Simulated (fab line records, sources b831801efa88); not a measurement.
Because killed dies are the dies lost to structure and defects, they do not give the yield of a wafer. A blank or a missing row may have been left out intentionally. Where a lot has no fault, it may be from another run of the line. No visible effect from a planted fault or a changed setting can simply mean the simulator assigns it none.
Matching of chambers :: flow gf180mcu :: GF_POLY_GATE_ETCH_12 on rie diel-02: 4 sister chambers
The step etches BARC in N2/H2. 4 wafers are shown with their chamber, then 8 later ones without.

## EACH WAFER AND ITS CHAMBER
wafer: L083.1
chamber: 3
drypump motor current A (A): 5.9

wafer: L083.2
chamber: 0
drypump motor current A (A): 5.9

wafer: L083.6
chamber: 2
drypump motor current A (A): 4.8

wafer: L086.3
chamber: 1
drypump motor current A (A): 5.6

## WAFERS MISSING THEIR CHAMBER
wafer: L086.5
drypump motor current A (A): 5.5

wafer: L086.6
drypump motor current A (A): 4.8

wafer: L092.3
drypump motor current A (A): 5.8

wafer: L092.5
drypump motor current A (A): 5.6

wafer: L092.6
drypump motor current A (A): 4.9

wafer: L096.1
drypump motor current A (A): 4.9

wafer: L096.2
drypump motor current A (A): 5.6

wafer: L096.4
drypump motor current A (A): 6.0

## WHICH CHAMBER EACH WENT THROUGH
wafer: L086.5
from the rows above: 1
in truth: 1

wafer: L086.6
from the rows above: 2
in truth: 2

wafer: L092.3
from the rows above: can't be placed: 0 or 3 or 1
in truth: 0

wafer: L092.5
from the rows above: 1
in truth: 1

wafer: L092.6
from the rows above: 2
in truth: 2

wafer: L096.1
from the rows above: 2
in truth: 2

wafer: L096.2
from the rows above: 1
in truth: 1

wafer: L096.4
from the rows above: can't be placed: 0 or 3
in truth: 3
Correctly placed: 6 of 8. Unplaceable from these rows: 2, with the true chamber sitting among the candidates in 2. Number placed wrongly: 0.
How it was worked out, from the rows above alone: a wafer's distance from a chamber is the root of the sum, over the readings, of the square of ((its reading less the chamber's mean) divided by the reading's scatter). The wafer belongs to the nearest chamber; if the next one is less than 2 further off, it can't be placed. For every chamber, the mean is computed from those of its wafers that are shown. The scatter (one wafer shown for each chamber): square how far every hidden wafer sits from the nearest shown wafer, average those squares and take the square root.
